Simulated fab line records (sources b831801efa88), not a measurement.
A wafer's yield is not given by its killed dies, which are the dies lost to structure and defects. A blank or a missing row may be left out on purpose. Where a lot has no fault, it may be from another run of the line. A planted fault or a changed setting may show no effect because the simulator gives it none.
fab line records ; flow sky130
[record] lots = 15; wafers = 43; lastDay = 50
route steps=708 shown CONTACT@429 METAL1@435
lots untouched by any fault: they come from a run of this same line in which no faults occurred
startH: start of the lot's first displayed wafer, in hours after the record's first day ; waitH: how many hours have passed since the lot's step before this one ; " same as the row above ; L1.1+2: a single row standing in for several wafers ; - no value present, or no start provided ; * or withheld: withheld ; < > ~ a bound
route shown NAME@n: a module of which the file shows steps, and the number in the route of the first ; usual: average and standard deviation across the fault-free wafers ; same: alike in all rows ; chamber/n: place in a boat ; sites: readings site by site ; _std_site: how widely they spread, as a standard deviation ; _edge_site: the outer-site mean with the inner-site mean subtracted ; radiusMm: how far each site lies from the wafer's centre ; mask NAME#n: copy n ; behind: the last tool/chamber to shape the wafer ; hold: reason for holding the lot/hours on hold/outcome of the hold ; device: whichever transistor did not switch (one of n, p or np) ; end of line: tests of these same wafers at the route's end ; where a step has no rows: the recipe by itself ; killed: count of dies lost to structure and defects at first sort (not the wafer's yield) ; map: a wafer's dies, x killed, . not, _ none there
set.NAME: the setting as run; set.NAME@STEP: as run at that earlier step ; model.NAME: the simulator's own value behind a step, which no gauge read
steps of the route over a sample of lots; a table a step, a row a wafer
services: a tool's chamber out of use, with start hour (startH, from the record's first day; less than 0 if before it), hours out, and reason
[[steps]]
[step SKY_CONTACT_SPUTTER_23]
[recipe] material = TiN; targetThkNm = 20; chamberPressurePa = 5; powerW = 4000; timeS = 80
[usual] throttleValvePct = 29.6/0.82
lot.wafer;tool;chamber;startH;waitH;throttleValvePct
L334.2;pvdSputter-02;-;730.48;0.0;30.5
L334.3;pvdSputter-02;-;730.48;0.0;29.0
L334.6;pvdSputter-02;-;730.48;0.0;31.0
L335.1;pvdSputter-04;-;772.83;0.0;30.0
L335.4;pvdSputter-04;-;772.83;0.0;28.9
L335.5;pvdSputter-04;-;772.83;0.0;29.6
L336.1;pvdSputter-02;-;772.89;0.0;29.8
L336.2;pvdSputter-02;-;772.89;0.0;30.7
L336.4;pvdSputter-02;-;772.89;0.0;29.1
L337.1;pvdSputter-01;-;851.92;0.0;28.7
L337.2;pvdSputter-01;-;851.92;0.0;29.0
L337.4;pvdSputter-01;-;851.92;0.0;30.4
L338.1;pvdSputter-01;-;852.88;0.0;28.9
L338.2;pvdSputter-01;-;852.88;0.0;28.6
L338.6;pvdSputter-01;-;852.88;0.0;30.8
L342.1;pvdSputter-01;-;854.98;0.0;28.6
L342.4;pvdSputter-01;-;854.98;0.0;30.7
L342.5;pvdSputter-01;-;854.98;0.0;28.9
L340.1;pvdSputter-01;-;856.14;0.0;30.7
L340.3;pvdSputter-01;-;856.14;0.0;28.7
L347.3;pvdSputter-04;-;863.23;0.0;30.1
L347.4;pvdSputter-04;-;863.23;0.0;29.8
L347.6;pvdSputter-04;-;863.23;0.0;30.0
L346.1;pvdSputter-04;-;864.81;0.0;29.6
L346.3;pvdSputter-04;-;864.81;0.0;29.7
L348.1;pvdSputter-01;-;864.97;0.0;30.3
L348.2;pvdSputter-01;-;864.97;0.0;28.9
L348.5;pvdSputter-01;-;864.97;0.0;29.0
L349.1;pvdSputter-02;-;865.30;0.0;30.8
L349.4;pvdSputter-02;-;865.30;0.0;30.9
L349.5;pvdSputter-02;-;865.30;0.0;30.7
L351.1;pvdSputter-02;-;868.28;0.0;31.1
L351.3;pvdSputter-02;-;868.28;0.0;30.4
L351.4;pvdSputter-02;-;868.28;0.0;29.2
L353.1;pvdSputter-04;-;878.80;0.0;29.8
L353.3;pvdSputter-04;-;878.80;0.0;30.7
L353.6;pvdSputter-04;-;878.80;0.0;28.8
L354.1;pvdSputter-01;-;882.89;0.0;30.5
L354.4;pvdSputter-01;-;882.89;0.0;28.5
L354.5;pvdSputter-01;-;882.89;0.0;28.9
L355.2;pvdSputter-04;-;889.39;0.0;30.4
L355.4;pvdSputter-04;-;889.39;0.0;29.0
L355.5;pvdSputter-04;-;889.39;0.0;30.7
[step SKY_CONTACT_THK_MEAS_26]
[recipe] thkMeasGauge = xrf; reads = W_of_CONTACT_CVD_24
[usual] CONTACT_W_THK = 334/5.7
lot.wafer;tool;chamber;startH;waitH;CONTACT_W_THK[nm]
L334.2;filmMetro-01;-;730.78;0.1;338
L334.3;filmMetro-01;-;730.78;0.1;338
L334.6;filmMetro-01;-;730.78;0.1;337
L335.1;filmMetro-01;-;773.13;0.1;328
L335.4;filmMetro-01;-;773.13;0.1;337
L335.5;filmMetro-01;-;773.13;0.1;333
L336.1;filmMetro-02;-;773.29;0.1;347
L336.2;filmMetro-02;-;773.29;0.1;350
L336.4;filmMetro-02;-;773.29;0.1;345
L337.1;filmMetro-02;-;852.32;0.1;332
L337.2;filmMetro-02;-;852.32;0.1;329
L337.4;filmMetro-02;-;852.32;0.1;332
L338.1;filmMetro-03;-;853.29;0.1;331
L338.2;filmMetro-03;-;853.29;0.1;330
L338.6;filmMetro-03;-;853.29;0.1;330
L342.1;filmMetro-02;-;855.28;0.1;340
L342.4;filmMetro-02;-;855.28;0.1;347
L342.5;filmMetro-02;-;855.28;0.1;346
L340.1;filmMetro-02;-;856.43;0.1;335
L340.3;filmMetro-02;-;856.43;0.1;334
L347.3;filmMetro-02;-;863.54;0.1;336
L347.4;filmMetro-02;-;863.54;0.1;331
L347.6;filmMetro-02;-;863.54;0.1;339
L346.1;filmMetro-03;-;865.10;0.1;327
L346.3;filmMetro-03;-;865.10;0.1;326
L348.1;filmMetro-02;-;865.26;0.1;333
L348.2;filmMetro-02;-;865.26;0.1;347
L348.5;filmMetro-02;-;865.26;0.1;342
L349.1;filmMetro-01;-;865.60;0.1;337
L349.4;filmMetro-01;-;865.60;0.1;339
L349.5;filmMetro-01;-;865.60;0.1;336
L351.1;filmMetro-02;-;868.58;0.1;340
L351.3;filmMetro-02;-;868.58;0.1;337
L351.4;filmMetro-02;-;868.58;0.1;337
L353.1;filmMetro-03;-;879.09;0.1;341
L353.3;filmMetro-03;-;879.09;0.1;328
L353.6;filmMetro-03;-;879.09;0.1;338
L354.1;filmMetro-02;-;883.18;0.1;328
L354.4;filmMetro-02;-;883.18;0.1;327
L354.5;filmMetro-02;-;883.18;0.1;331
L355.2;filmMetro-03;-;889.69;0.1;337
L355.4;filmMetro-03;-;889.69;0.1;340
L355.5;filmMetro-03;-;889.69;0.1;327
[step SKY_METAL1_SPUTTER_01]
[recipe] material = TiN; targetThkNm = 20; powerW = 6500; timeS = 16.7; chamberPressurePa = 0.4
[usual] throttleValvePct = 30.5/0.92
lot.wafer;tool;chamber;startH;waitH;throttleValvePct
L334.2;pvdSputter-03;-;731.15;0.0;30.0
L334.3;pvdSputter-03;-;731.15;0.0;31.8
L334.6;pvdSputter-03;-;731.15;0.0;31.5
L335.1;pvdSputter-03;-;773.54;0.0;31.7
L335.4;pvdSputter-03;-;773.54;0.0;31.2
L335.5;pvdSputter-03;-;773.54;0.0;31.4
L336.1;pvdSputter-04;-;773.75;0.0;30.8
L336.2;pvdSputter-04;-;773.75;0.0;29.6
L336.4;pvdSputter-04;-;773.75;0.0;29.8
L337.1;pvdSputter-04;-;852.70;0.0;30.8
L337.2;pvdSputter-04;-;852.70;0.0;28.8
L337.4;pvdSputter-04;-;852.70;0.0;29.7
L338.1;pvdSputter-02;-;853.67;0.0;31.0
L338.2;pvdSputter-02;-;853.67;0.0;30.8
L338.6;pvdSputter-02;-;853.67;0.0;30.7
L342.1;pvdSputter-04;-;855.66;0.0;30.0
L342.4;pvdSputter-04;-;855.66;0.0;29.3
L342.5;pvdSputter-04;-;855.66;0.0;30.8
L340.1;pvdSputter-04;-;856.81;0.0;29.9
L340.3;pvdSputter-04;-;856.81;0.0;30.1
L347.3;pvdSputter-03;-;863.90;0.0;31.2
L347.4;pvdSputter-03;-;863.90;0.0;31.5
L347.6;pvdSputter-03;-;863.90;0.0;32.0
L346.1;pvdSputter-04;-;865.49;0.0;30.2
L346.3;pvdSputter-04;-;865.49;0.0;29.9
L348.1;pvdSputter-03;-;865.64;0.0;31.6
L348.2;pvdSputter-03;-;865.64;0.0;31.3
L348.5;pvdSputter-03;-;865.64;0.0;29.9
L349.1;pvdSputter-02;-;865.98;0.0;31.0
L349.4;pvdSputter-02;-;865.98;0.0;29.0
L349.5;pvdSputter-02;-;865.98;0.0;30.7
L351.1;pvdSputter-03;-;868.96;0.0;31.9
L351.3;pvdSputter-03;-;868.96;0.0;29.9
L351.4;pvdSputter-03;-;868.96;0.0;31.1
L353.1;pvdSputter-03;-;879.48;0.0;31.2
L353.3;pvdSputter-03;-;879.48;0.0;29.8
L353.6;pvdSputter-03;-;879.48;0.0;31.2
L354.1;pvdSputter-02;-;883.56;0.0;31.0
L354.4;pvdSputter-02;-;883.56;0.0;29.8
L354.5;pvdSputter-02;-;883.56;0.0;29.2
L355.2;pvdSputter-02;-;890.06;0.0;29.1
L355.4;pvdSputter-02;-;890.06;0.0;30.7
L355.5;pvdSputter-02;-;890.06;0.0;29.8
[step SKY_METAL1_SPUTTER_02]
[recipe] material = AlCu; targetThkNm = 250; powerW = 10600; timeS = 13.3; chamberPressurePa = 0.4
[usual] throttleValvePct = 30.5/0.94
lot.wafer;tool;chamber;startH;waitH;throttleValvePct
L334.2;pvdSputter-03;-;731.18;0.0;29.9
L334.3;pvdSputter-03;-;731.18;0.0;31.8
L334.6;pvdSputter-03;-;731.18;0.0;31.3
L335.1;pvdSputter-03;-;773.57;0.0;32.1
L335.4;pvdSputter-03;-;773.57;0.0;31.5
L335.5;pvdSputter-03;-;773.57;0.0;31.3
L336.1;pvdSputter-04;-;773.78;0.0;30.6
L336.2;pvdSputter-04;-;773.78;0.0;29.9
L336.4;pvdSputter-04;-;773.78;0.0;30.3
L337.1;pvdSputter-04;-;852.73;0.0;30.8
L337.2;pvdSputter-04;-;852.73;0.0;29.0
L337.4;pvdSputter-04;-;852.73;0.0;29.6
L338.1;pvdSputter-02;-;853.70;0.0;30.9
L338.2;pvdSputter-02;-;853.70;0.0;30.7
L338.6;pvdSputter-02;-;853.70;0.0;30.7
L342.1;pvdSputter-04;-;855.68;0.0;30.3
L342.4;pvdSputter-04;-;855.68;0.0;28.8
L342.5;pvdSputter-04;-;855.68;0.0;30.6
L340.1;pvdSputter-04;-;856.84;0.0;30.2
L340.3;pvdSputter-04;-;856.84;0.0;29.7
L347.3;pvdSputter-03;-;863.93;0.0;31.2
L347.4;pvdSputter-03;-;863.93;0.0;31.5
L347.6;pvdSputter-03;-;863.93;0.0;31.7
L346.1;pvdSputter-04;-;865.51;0.0;30.4
L346.3;pvdSputter-04;-;865.51;0.0;29.9
L348.1;pvdSputter-03;-;865.67;0.0;31.8
L348.2;pvdSputter-03;-;865.67;0.0;31.3
L348.5;pvdSputter-03;-;865.67;0.0;29.9
L349.1;pvdSputter-02;-;866.01;0.0;30.7
L349.4;pvdSputter-02;-;866.01;0.0;28.9
L349.5;pvdSputter-02;-;866.01;0.0;30.8
L351.1;pvdSputter-03;-;868.98;0.0;31.9
L351.3;pvdSputter-03;-;868.98;0.0;29.9
L351.4;pvdSputter-03;-;868.98;0.0;31.3
L353.1;pvdSputter-03;-;879.50;0.0;31.3
L353.3;pvdSputter-03;-;879.50;0.0;29.8
L353.6;pvdSputter-03;-;879.50;0.0;31.5
L354.1;pvdSputter-02;-;883.59;0.0;30.6
L354.4;pvdSputter-02;-;883.59;0.0;29.6
L354.5;pvdSputter-02;-;883.59;0.0;29.3
L355.2;pvdSputter-02;-;890.09;0.0;29.1
L355.4;pvdSputter-02;-;890.09;0.0;30.6
L355.5;pvdSputter-02;-;890.09;0.0;29.8
[step SKY_METAL1_RS_MEAS_05]
[recipe] thkMeasGauge = four-point-probe; reads = TiN_of_METAL1_SPUTTER_04+Ti_of_METAL1_SPUTTER_03+AlCu_of_METAL1_SPUTTER_02+TiN_of_METAL1_SPUTTER_01+Ti_of_METAL1_SPUTTER_00
[usual] METAL1_ALCU_RS = 0.1274/0.0018
lot.wafer;tool;chamber;startH;waitH;METAL1_ALCU_RS[ohm/sq]
L334.2;filmMetro-01;-;731.29;0.0;0.1260
L334.3;filmMetro-01;-;731.29;0.0;0.1257
L334.6;filmMetro-01;-;731.29;0.0;0.1279
L335.1;filmMetro-01;-;773.66;0.0;0.1261
L335.4;filmMetro-01;-;773.66;0.0;0.1278
L335.5;filmMetro-01;-;773.66;0.0;0.1291
L336.1;filmMetro-03;-;773.87;0.0;0.1244
L336.2;filmMetro-03;-;773.87;0.0;0.1259
L336.4;filmMetro-03;-;773.87;0.0;0.1277
L337.1;filmMetro-04;-;852.82;0.0;0.1256
L337.2;filmMetro-04;-;852.82;0.0;0.1272
L337.4;filmMetro-04;-;852.82;0.0;0.1249
L338.1;filmMetro-01;-;853.80;0.0;0.1269
L338.2;filmMetro-01;-;853.80;0.0;0.1265
L338.6;filmMetro-01;-;853.80;0.0;0.1254
L342.1;filmMetro-04;-;855.78;0.0;0.0800
L342.4;filmMetro-04;-;855.78;0.0;0.0807
L342.5;filmMetro-04;-;855.78;0.0;0.1275
L340.1;filmMetro-04;-;856.93;0.0;0.0798
L340.3;filmMetro-04;-;856.93;0.0;0.1259
L347.3;filmMetro-04;-;864.06;0.1;0.1244
L347.4;filmMetro-04;-;864.06;0.1;0.1268
L347.6;filmMetro-04;-;864.06;0.1;0.1245
L346.1;filmMetro-04;-;865.60;0.0;0.0799
L346.3;filmMetro-04;-;865.60;0.0;0.1254
L348.1;filmMetro-03;-;865.76;0.0;0.1267
L348.2;filmMetro-03;-;865.76;0.0;0.1260
L348.5;filmMetro-03;-;865.76;0.0;0.1271
L349.1;filmMetro-01;-;866.11;0.0;0.1258
L349.4;filmMetro-01;-;866.11;0.0;0.1267
L349.5;filmMetro-01;-;866.11;0.0;0.1272
L351.1;filmMetro-04;-;869.08;0.0;0.1270
L351.3;filmMetro-04;-;869.08;0.0;0.1290
L351.4;filmMetro-04;-;869.08;0.0;0.1284
L353.1;filmMetro-04;-;879.59;0.0;0.1265
L353.3;filmMetro-04;-;879.59;0.0;0.1270
L353.6;filmMetro-04;-;879.59;0.0;0.1299
L354.1;filmMetro-03;-;883.69;0.0;0.1250
L354.4;filmMetro-03;-;883.69;0.0;0.1282
L354.5;filmMetro-03;-;883.69;0.0;0.1251
L355.2;filmMetro-04;-;890.21;0.0;0.1297
L355.4;filmMetro-04;-;890.21;0.0;0.1312
L355.5;filmMetro-04;-;890.21;0.0;0.1324
[step SKY_METAL1_THK_MEAS_06]
[recipe] thkMeasGauge = xrf; reads = AlCu_of_METAL1_SPUTTER_02
[usual] METAL1_ALCU_THK = 243/3.9
lot.wafer;tool;chamber;startH;waitH;METAL1_ALCU_THK[nm]
L334.2;filmMetro-01;-;731.40;0.1;244
L334.3;filmMetro-01;-;731.40;0.1;246
L334.6;filmMetro-01;-;731.40;0.1;244
L335.1;filmMetro-01;-;773.78;0.1;245
L335.4;filmMetro-01;-;773.78;0.1;241
L335.5;filmMetro-01;-;773.78;0.1;239
L336.1;filmMetro-03;-;773.99;0.1;251
L336.2;filmMetro-03;-;773.99;0.1;246
L336.4;filmMetro-03;-;773.99;0.1;242
L337.1;filmMetro-04;-;852.94;0.1;248
L337.2;filmMetro-04;-;852.94;0.1;244
L337.4;filmMetro-04;-;852.94;0.1;248
L338.1;filmMetro-01;-;853.92;0.1;242
L338.2;filmMetro-01;-;853.92;0.1;241
L338.6;filmMetro-01;-;853.92;0.1;242
L342.1;filmMetro-04;-;855.90;0.1;384
L342.4;filmMetro-04;-;855.90;0.1;381
L342.5;filmMetro-04;-;855.90;0.1;245
L340.1;filmMetro-04;-;857.05;0.1;386
L340.3;filmMetro-04;-;857.05;0.1;247
L347.3;filmMetro-04;-;864.16;0.1;251
L347.4;filmMetro-04;-;864.16;0.1;246
L347.6;filmMetro-04;-;864.16;0.1;251
L346.1;filmMetro-04;-;865.72;0.1;385
L346.3;filmMetro-04;-;865.72;0.1;248
L348.1;filmMetro-03;-;865.88;0.1;245
L348.2;filmMetro-03;-;865.88;0.1;247
L348.5;filmMetro-03;-;865.88;0.1;243
L349.1;filmMetro-01;-;866.23;0.1;242
L349.4;filmMetro-01;-;866.23;0.1;244
L349.5;filmMetro-01;-;866.23;0.1;241
L351.1;filmMetro-04;-;869.20;0.1;244
L351.3;filmMetro-04;-;869.20;0.1;241
L351.4;filmMetro-04;-;869.20;0.1;243
L353.1;filmMetro-04;-;879.71;0.1;245
L353.3;filmMetro-04;-;879.71;0.1;244
L353.6;filmMetro-04;-;879.71;0.1;239
L354.1;filmMetro-03;-;883.81;0.1;249
L354.4;filmMetro-03;-;883.81;0.1;241
L354.5;filmMetro-03;-;883.81;0.1;252
L355.2;filmMetro-04;-;890.32;0.1;240
L355.4;filmMetro-04;-;890.32;0.1;236
L355.5;filmMetro-04;-;890.32;0.1;234
[step SKY_METAL1_METAL_ETCH_19]
[recipe] targetDepthA = 3600; stopOn = SiO2; overEtchFrac = 0.3; timeS = 78; chemistry = Cl2/BCl3; resistSidewallDeg = 88; pressureMtorr = 10; icpW = 900; biasW = 48.5; Cl2_flow_sccm = 60; bcl3FlowSccm = 30
[usual] biasW = 48.48/0.13; drypumpMotorCurrentA = 5.8/0.42; heBacksideLeakSccm = 3.31/0.29; oesProductAu = 0.854/0.0062; throttleValvePct = 22.264/0.0093
lot.wafer;tool;chamber;startH;waitH;biasW;drypumpMotorCurrentA;heBacksideLeakSccm;oesProductAu;rfHoursCounterH;throttleValvePct
L334.2;rieMetal-03;0;758.84;0.0;48.48;6.3;3.19;0.856;14;22.262
L334.3;rieMetal-03;1;758.84;0.0;48.51;5.6;3.38;0.858;-;22.255
L334.6;rieMetal-03;1;758.84;0.0;48.32;5.6;3.33;0.842;-;22.277
L335.1;rieMetal-04;1;801.19;0.0;48.37;5.2;3.26;0.862;6;22.268
L335.4;rieMetal-04;1;801.19;0.0;48.49;5.2;3.32;0.847;-;22.277
L335.5;rieMetal-04;1;801.19;0.0;48.45;5.2;3.28;0.848;-;22.263
L336.1;rieMetal-03;1;801.64;0.1;48.39;5.6;3.41;0.860;14;22.258
L336.2;rieMetal-03;1;801.64;0.1;48.42;5.6;3.58;0.855;-;22.269
L336.4;rieMetal-03;1;801.64;0.1;48.51;5.6;3.58;0.849;-;22.263
L337.1;rieMetal-04;0;879.10;0.1;48.37;5.8;2.95;0.848;7;22.275
L337.2;rieMetal-04;0;879.10;0.1;48.31;5.8;3.21;0.860;-;22.255
L337.4;rieMetal-04;0;879.10;0.1;48.47;5.9;3.10;0.851;-;22.277
L338.1;rieMetal-03;0;880.25;0.1;48.49;6.3;3.08;0.857;3;22.258
L338.2;rieMetal-03;0;880.25;0.1;48.65;6.3;3.10;0.854;-;22.273
L338.6;rieMetal-03;0;880.25;0.1;48.63;6.3;3.02;0.867;-;22.278
L342.1;rieMetal-04;0;882.04;0.1;48.46;5.9;3.23;0.995;7;22.269
L342.4;rieMetal-04;0;882.04;0.1;48.53;5.9;3.13;0.994;-;22.271
L342.5;rieMetal-04;0;882.04;0.1;48.46;5.9;3.25;0.854;-;22.258
L340.1;rieMetal-04;0;883.74;0.1;48.36;5.9;3.09;0.991;7;22.274
L340.3;rieMetal-04;0;883.74;0.1;48.45;5.9;3.07;0.859;-;22.262
L347.3;rieMetal-01;1;889.83;0.1;48.69;5.1;3.35;0.856;-;22.269
L347.4;rieMetal-01;0;889.83;0.1;48.47;6.2;3.45;0.848;-;22.253
L347.6;rieMetal-01;1;889.83;0.1;48.29;5.0;3.38;0.862;-;22.276
L346.1;rieMetal-03;0;891.05;0.1;48.48;6.3;3.14;0.987;4;22.270
L346.3;rieMetal-03;0;891.05;0.1;48.67;6.3;3.15;0.857;-;22.287
L348.1;rieMetal-01;0;891.65;0.0;48.69;6.2;4.01;0.851;12;22.252
L348.2;rieMetal-01;1;891.65;0.0;48.43;5.1;3.54;0.859;3;22.258
L348.5;rieMetal-01;0;891.65;0.0;48.49;6.2;3.48;0.858;-;22.259
L349.1;rieMetal-03;0;893.25;0.1;48.44;6.3;3.08;0.857;4;22.260
L349.4;rieMetal-03;0;893.25;0.1;48.59;6.2;3.19;0.861;-;22.273
L349.5;rieMetal-03;0;893.25;0.1;48.66;6.3;3.15;0.858;-;22.268
L351.1;rieMetal-01;1;894.86;0.0;48.57;5.1;3.68;0.858;3;22.280
L351.3;rieMetal-01;1;894.86;0.0;48.57;5.1;3.52;0.851;-;22.271
L351.4;rieMetal-01;0;894.86;0.0;48.67;6.2;3.79;0.849;-;22.263
L353.1;rieMetal-03;0;905.19;0.0;48.74;6.3;3.00;0.855;5;22.255
L353.3;rieMetal-03;0;905.19;0.0;48.54;6.3;3.00;0.850;-;22.250
L353.6;rieMetal-03;0;905.19;0.0;48.62;6.3;3.01;0.843;-;22.260
L354.1;rieMetal-04;0;908.56;0.0;48.43;5.8;3.28;0.858;9;22.256
L354.4;rieMetal-04;1;908.56;0.0;48.48;5.2;3.37;0.853;-;22.281
L354.5;rieMetal-04;0;908.56;0.0;48.51;5.9;3.24;0.860;-;22.273
L355.2;rieMetal-03;1;915.51;0.0;48.47;5.6;3.54;0.847;1;22.273
L355.4;rieMetal-03;1;915.51;0.0;48.22;5.6;3.59;0.845;-;22.261
L355.5;rieMetal-03;1;915.51;0.0;48.41;5.6;3.53;0.842;-;22.275
[[services]]
tool;chamber;startH;hours;kind
pvdSputter-04;-;713.45;1.0;repair
pvdSputter-04;-;721.00;1.3;repair
pvdSputter-01;-;722.45;14.3;repair
pvdSputter-04;1;723.64;-;consumableReplace:kit
pvdSputter-04;1;723.64;18.0;scheduledDown
pvdSputter-04;1;723.64;18.0;ventCycle
pvdSputter-02;-;725.86;0.5;repair
pvdSputter-04;-;749.59;3.3;repair
pvdSputter-04;-;752.64;0.5;repair
pvdSputter-02;-;753.06;2.0;repair
pvdSputter-03;-;768.61;2.6;repair
pvdSputter-04;0;805.62;-;consumableReplace:kit
pvdSputter-04;0;805.62;18.0;scheduledDown
pvdSputter-04;0;805.62;18.0;ventCycle
pvdSputter-02;-;829.06;0.9;repair
rieMetal-01;0;834.26;3.8;repair
pvdSputter-03;2;843.27;-;consumableReplace:kit
pvdSputter-03;2;843.27;18.0;scheduledDown
pvdSputter-03;2;843.27;18.0;ventCycle
pvdSputter-03;-;846.38;2.2;repair
rieMetal-04;1;870.82;19.7;repair
pvdSputter-02;1;911.35;-;consumableReplace:kit
pvdSputter-02;1;911.35;18.0;scheduledDown
pvdSputter-02;1;911.35;18.0;ventCycle
[[key]]
[firstSign] step = SKY_METAL1_RS_MEAS_05; reading = METAL1_ALCU_RS; direction = down; sigmas = 27; usual = 0.1274; struck = 0.0801
[effect] step = SKY_METAL1_THK_MEAS_06; reading = METAL1_ALCU_THK; direction = up; sigmas = 36; usual = 243; struck = 384
[effect] step = SKY_METAL1_METAL_ETCH_19; reading = oesProductAu; direction = up; sigmas = 22; usual = 0.854; struck = 0.992
metAt SKY_METAL1_SPUTTER_02
struckLots L340,L342,L346
struckWafers L340.1,L342.1,L342.4,L346.1
laterRowsLeftOut L340.1,L342.1,L342.4,L346.1
sortLeftOut L340.1,L342.1,L342.4,L346.1
notActingAt SKY_CONTACT_SPUTTER_23,SKY_CONTACT_THK_MEAS_26,SKY_METAL1_SPUTTER_01
onsetBetween 852.73 855.68
[fault] kind = processParameterDrift; tool = pvdSputter-04; chamber = -; onsetH = 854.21; steps = SKY_METAL1_SPUTTER_02; channel = targetThkNm; offset = 141.54; shape = step; endH = 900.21; scope = struckWafersOnly; actsIn = theseRecipesOnly; stated = 250
// sortLeftOut: the simulated sort isn't trusted on such a fault, so these wafers' sort isn't shown, and their yield isn't known
// laterRowsLeftOut: the simulator's readings of these wafers behind a module that went badly wrong aren't trusted and aren't shown, but for the sort
